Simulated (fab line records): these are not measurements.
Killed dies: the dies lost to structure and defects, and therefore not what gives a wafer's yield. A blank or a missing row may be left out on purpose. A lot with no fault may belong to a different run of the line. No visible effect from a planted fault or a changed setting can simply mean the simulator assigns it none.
Matching of chambers	flow sky130	cmp-01 running SKY_FIELD_ISO_CMP_27: 4 sister chambers
The step polishes, stops on Si3N4, t overpolish 16 s, target thk 457.8 nm. 4 wafers are shown with their chamber, then 10 later ones without.

EACH WAFER AND ITS CHAMBER
wafer	chamber	motor_current_A (A)
L079.1	0	10.8
L087.3	3	13.2
L088.2	1	10.3
L088.3	2	12.1

WAFERS WITHOUT THEIR CHAMBER
wafer	motor_current_A (A)
L088.6	12.4
L089.1	13.9
L089.2	11.6
L089.5	11.3
L093.3	10.5
L093.5	12.3
L093.6	11.4
L095.2	12.1
L095.3	13.4
L095.4	9.9

WHICH CHAMBER EACH ONE RAN IN
wafer	from the rows above	in truth
L088.6	can't be placed: 2 or 3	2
L089.1	3	3
L089.2	can't be placed: 2 or 0 or 1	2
L089.5	can't be placed: 0 or 2 or 1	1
L093.3	can't be placed: 1 or 0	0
L093.5	can't be placed: 2 or 3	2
L093.6	can't be placed: 0 or 2 or 1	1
L095.2	2	2
L095.3	3	3
L095.4	can't be placed: 1 or 0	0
3 of 10 placed correctly. Unplaceable from these rows: 7, with the true chamber sitting among the candidates in 7. Placed wrongly: 0.
How it was worked out, from the rows above alone: a wafer's distance from a chamber is the root of the sum, over the readings, of the square of ((its reading less the chamber's mean) divided by the reading's scatter). The wafer belongs to the nearest chamber; if the next one is less than 2 further off, it can't be placed. A chamber's mean is the mean of its shown wafers. The scatter: root of mean squared gap, hidden wafer to nearest shown wafer, with one shown wafer a chamber.
